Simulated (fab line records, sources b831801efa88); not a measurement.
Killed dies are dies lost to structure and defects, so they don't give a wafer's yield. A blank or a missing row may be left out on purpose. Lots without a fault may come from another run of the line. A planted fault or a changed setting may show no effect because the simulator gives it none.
A struck lot beside a sound one | flow sky130 | 15 steps out of a route of 708
Sound: wafers L226.2, L226.3, L226.5. Struck: wafers L240.2, L240.4, L240.5. The cause comes at the end.
At each step with rows: each side's tool, then ch and its chambers, then its first start. Under that, the readings that differ: sound wafers | struck wafers | difference of the means | sigmas: that difference in standard deviations of wafers without a fault.
alike: readings whose means differ by less than 2 such deviations, and words and numbers that are the same on both sides. not compared: withheld readings, readings that some wafer has no value for, bounds like >300 that may hide the same value, and numbers for which the record gives no deviation and whose values overlap.
The two part at a step that has a row with sigmas, a row that says differs or no value, or rows on one side only. Numbers that don't overlap but have no deviation are shown without sigmas and don't part them. A reading that every wafer of one side lacks parts them only if that side has two wafers or more.

SKY_SD_N_OVL_MEAS_08:
  sound on overlay-02, day 27 18:41; struck on overlay-01, day 34 01:59
  alike: SD_N_OVL
then, 2 steps without rows for these wafers: SKY_SD_N_IMPLANT_09; SKY_SD_N_IMPLANT_10.
SKY_SD_N_STRIP_11: strips in O2/N2.
  sound on plasma_asher-01 ch 0,1, day 27 19:01; struck on plasma_asher-03 ch 0,1, day 34 02:19
  alike: chamber_pressure_mTorr, drypump_motor_current_A, n2_flow_sccm, oes_product_au, strip_time_to_endpoint_s
  not compared: rf_hours_counter_h
SKY_SD_N_TW_MEAS_12:
  sound on film_metro-01, day 27 19:07; struck on film_metro-03, day 34 02:25
  alike: SD_N_TW
then, 1 step without rows for these wafers: SKY_SD_N_CLEAN_13 (cleans in SC1/SC2, time 150 s).
SKY_SD_N_RTA_14: time 2 s.
  sound on rtp_anneal-02 ch 0, day 27 19:13; struck on rtp_anneal-01 ch 0, day 34 02:32
  alike: lamp_power_pct, ramp_down_c_per_s, wafer_temp_C_max
SKY_SD_N_RS_MEAS_16: measures by four-point-probe.
  sound on film_metro-03, day 27 19:25; struck on film_metro-03, day 34 02:43
  alike: SD_N_RS
SKY_SD_N_RS_MEAS_17: measures by four-point-probe.
  sound on film_metro-03, day 27 19:32; struck on film_metro-03, day 34 02:50
  alike: SD_P_RS
SKY_SD_N_RS_MEAS_18: measures by four-point-probe.
  sound on film_metro-03, day 27 19:39; struck on film_metro-03, day 34 02:57
  alike: RES_XHIGH_RS
then, 1 step without rows for these wafers: SKY_SALICIDE_CLEAN_00 (cleans in HF-last, time 30 s).
SKY_LI_CONTACT_HDPCVD_00: deposits PSG, target thk 930 nm, time 155 s.
  sound on hdpcvd-01 ch 0,1,2, day 27 19:46; struck on hdpcvd-01 ch 0,2, day 34 03:04
  reading                                       | sound             | struck            | difference | sigmas
  run_length_s (s)                              | 182.1 182.2 183.7 | 191.9 192.2 190.1 | +8.7       | +12
  model.PSG_of_LI_CONTACT_HDPCVD_00.thk_nm (nm) | 921.2 919.7 925.8 | 980.9 990.2 982.8 | +62.4      |
SKY_LI_CONTACT_THK_MEAS_01:
  sound on film_metro-01, day 27 19:53; struck on film_metro-04, day 34 03:11
  reading                    | sound       | struck      | difference | sigmas
  LI_CONTACT_HDPCVD_THK (nm) | 921 920 926 | 981 990 983 | +62        | +6
SKY_LI_CONTACT_CMP_02: polishes PSG.
  sound on cmp-02 ch 1,2, day 27 19:59; struck on cmp-02 ch 1,3, day 34 03:14
  alike: motor_current_A
then, 1 step without rows for these wafers: SKY_PAD_OPEN_PROBE_99.

WHERE THEY PART
First at SKY_LI_CONTACT_HDPCVD_00; last, within this record, at SKY_LI_CONTACT_THK_MEAS_01. Later steps at which nothing parts them and some readings are alike: SKY_LI_CONTACT_CMP_02.

WHY: what the simulator had put in
Process parameter drift: hdpcvd-01, from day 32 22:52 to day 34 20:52, at SKY_LI_CONTACT_HDPCVD_00. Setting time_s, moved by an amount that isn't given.
